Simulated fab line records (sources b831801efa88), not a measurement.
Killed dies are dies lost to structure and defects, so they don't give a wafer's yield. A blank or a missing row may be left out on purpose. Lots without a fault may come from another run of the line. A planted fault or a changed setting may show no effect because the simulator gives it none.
fab line records | flow sfq-line
record: lots: 14 | wafers: 42 | last-day: 87
route steps=325 shown L0@13
lots that met no fault: taken from a fault-free run of the same line
start-h: start of the lot's first displayed wafer, in hours after the record's first day | wait-h: how many hours have passed since the lot's step before this one | " as in the row above | L1.1+2: several wafers, shown together as one row | - value missing, or start not given | * or withheld: withheld | < > ~ a bound
route shown NAME@n: a module of which the file shows steps, and the number in the route of the first | usual: the fault-free wafers' mean and standard deviation | same: alike in all rows | chamber/n: place in a boat | sites: the reading at each site | _std_site: the values' standard deviation | _edge_site: inner sites' mean taken away from outer sites' mean | radius-mm: how far each site lies from the wafer's centre | mask NAME#n: copy n | behind: the last tool/chamber to shape the wafer | hold: why the lot was held/for how many hours/how that ended | device: which transistor (n, p or np) failed to switch | end of line: tests of these same wafers at the route's end | where a step has no rows: the recipe by itself | killed: not the wafer's yield, but the dies lost to structure and defects at the first sort | map: per-die view of a wafer (x killed, . not killed, _ where there is no die)
set.NAME: the setting as run; set.NAME@STEP: as run at that earlier step | model.NAME: the simulator's own value behind a step, which no gauge read
one table for each step of the route and one row for each wafer, over a sample of lots
services: the hour from which a tool's chamber was out of use, counted from the record's first day as start-h (under 0 if before that day), plus the number of hours and why
== steps ==
step: SFQ_TRILAYER_L0_ETCH_METAL_ETCH_008
recipe: target: MoNx_KI | stop-on: SiO2 | mask-material: PR | chemistry: SF6/O2 | target-depth-nm: 50 | icp-w: 600 | bias-w: 80 | pressure-mtorr: 10 | time-s: 25
usual: bias-w: 79.97/0.25 | chamber-pressure-mTorr: 10.000/0.022 | drypump-motor-current-A: 5.7/0.35 | oes-product-au: 0.873/0.009
lot.wafer | tool         | chamber | start-h | wait-h | bias-w | chamber-pressure-mTorr | drypump-motor-current-A | oes-product-au | rf-hours-counter-h
L837.1    | rie-metal-04 | 0       | 85.44   | 0.0    | 80.04  | 9.996                  | 5.0                     | 0.870          | 83
L837.3    | "            | 1       | "       | "      | 80.45  | 9.994                  | 5.8                     | 0.883          | -
L837.4    | "            | 0       | "       | "      | 80.05  | 9.997                  | 5.0                     | 0.873          | -
L838.2    | rie-metal-03 | 1       | 92.64   | 0.0    | 79.92  | 9.996                  | 5.9                     | 0.874          | 4
L838.4    | "            | 1       | "       | "      | 80.23  | 9.998                  | 6.0                     | 0.879          | -
L838.6    | "            | 0       | "       | "      | 80.12  | 10.005                 | 5.9                     | 0.878          | -
L839.2    | rie-metal-04 | 0       | 98.64   | 0.0    | 79.62  | 10.000                 | 5.0                     | 0.879          | 85
L839.5    | "            | 0       | "       | "      | 79.48  | 10.002                 | 5.0                     | 0.890          | -
L839.6    | "            | 1       | "       | "      | 79.64  | 9.999                  | 5.8                     | 0.872          | -
L841.1    | rie-metal-02 | 0       | 113.04  | 0.0    | 79.55  | 10.002                 | 5.6                     | 0.869          | 17
L841.2    | "            | 1       | "       | "      | 79.95  | 10.003                 | 5.7                     | 0.879          | 99
L841.4    | "            | 0       | "       | "      | 80.24  | 9.998                  | 5.6                     | 0.885          | -
L842.2    | rie-metal-04 | 0       | 117.92  | 0.1    | 79.89  | 9.990                  | 5.0                     | 0.882          | -
L842.4    | "            | 0       | "       | "      | 79.79  | 10.003                 | 5.0                     | 0.881          | -
L842.6    | "            | 0       | "       | "      | 80.01  | 10.004                 | 5.0                     | 0.865          | -
L844.3    | rie-metal-03 | 0       | 127.46  | 0.0    | 79.97  | 9.980                  | 5.9                     | 0.865          | -
L844.4    | "            | 1       | "       | "      | 80.31  | 10.000                 | 5.9                     | 0.873          | -
L844.5    | "            | 1       | "       | "      | 80.36  | 9.994                  | 5.9                     | 0.870          | -
L845.3    | rie-metal-04 | 1       | 135.86  | 0.0    | 80.02  | 10.008                 | 5.8                     | 0.881          | -
L845.5    | "            | 0       | "       | "      | 79.84  | 9.989                  | 5.0                     | 0.880          | -
L845.6    | "            | 1       | "       | "      | 80.30  | 10.001                 | 5.8                     | 0.876          | -
L848.1    | rie-metal-02 | 0       | 149.34  | 0.1    | 80.01  | 10.002                 | 5.6                     | 0.870          | 24
L848.4    | "            | 1       | "       | "      | 79.72  | 10.009                 | 5.8                     | 0.883          | -
L848.6    | "            | 1       | "       | "      | 79.83  | 10.005                 | 5.8                     | 0.870          | -
L849.3    | rie-metal-03 | 0       | 155.33  | 0.0    | 79.65  | 9.988                  | 5.9                     | 0.865          | -
L849.4    | "            | 1       | "       | "      | 92.71  | 10.001                 | 6.0                     | 0.857          | -
L849.6    | "            | 0       | "       | "      | 79.64  | 10.003                 | 5.9                     | 0.878          | -
L851.1    | rie-metal-03 | 1       | 166.12  | 0.0    | 92.24  | 9.990                  | 6.0                     | 0.862          | 18
L851.3    | "            | 1       | "       | "      | 92.18  | 9.983                  | 5.9                     | 0.867          | -
L851.6    | "            | 0       | "       | "      | 80.11  | 9.986                  | 5.9                     | 0.881          | -
L853.1    | rie-metal-04 | 1       | 174.52  | 0.0    | 79.52  | 9.994                  | 5.8                     | 0.883          | 16
L853.3    | "            | 1       | "       | "      | 79.77  | 10.004                 | 5.8                     | 0.873          | -
L853.4    | "            | 0       | "       | "      | 79.89  | 9.995                  | 5.0                     | 0.883          | -
L854.2    | rie-metal-02 | 1       | 179.39  | 0.1    | 79.93  | 9.985                  | 5.8                     | 0.877          | -
L854.3    | "            | 1       | "       | "      | 80.03  | 9.996                  | 5.8                     | 0.872          | -
L854.6    | "            | 1       | "       | "      | 79.91  | 9.988                  | 5.7                     | 0.864          | -
L855.1    | rie-metal-04 | 0       | 182.92  | 0.0    | 80.41  | 10.018                 | 5.0                     | 0.870          | 105
L855.4    | "            | 1       | "       | "      | 80.34  | 9.995                  | 5.8                     | 0.871          | -
L855.5    | "            | 1       | "       | "      | 79.64  | 9.992                  | 5.8                     | 0.870          | -
L858.1    | rie-metal-02 | 1       | 201.92  | 0.0    | 80.11  | 10.002                 | 5.7                     | 0.877          | 118
L858.3    | "            | 1       | "       | "      | 80.38  | 10.012                 | 5.7                     | 0.853          | -
L858.6    | "            | 1       | "       | "      | 80.12  | 9.999                  | 5.7                     | 0.871          | -
== services ==
tool         | chamber | start-h | hours | kind
rie-metal-02 | 0       | 175.34  | 5.9   | repair
rie-metal-04 | 0       | 201.53  | 88.1  | repair
== key ==
first-sign: step: SFQ_TRILAYER_L0_ETCH_METAL_ETCH_008 | reading: bias-w | direction: up | sigmas: 49 | usual: 79.97 | struck: 92.38
effect none on later readings
met-at SFQ_TRILAYER_L0_ETCH_METAL_ETCH_008
struck-lots L849,L851
struck-wafers L849.4,L851.1,L851.3
onset-between 127.46 155.33
fault: kind: process-parameter-drift | tool: rie-metal-03 | chamber: 1 | onset-h: 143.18 | steps: SFQ_TRILAYER_L0_ETCH_METAL_ETCH_008 | channel: bias-w | offset: 12.428 | shape: step | end-h: 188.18 | acts-in: these-recipes-only | stated: 80
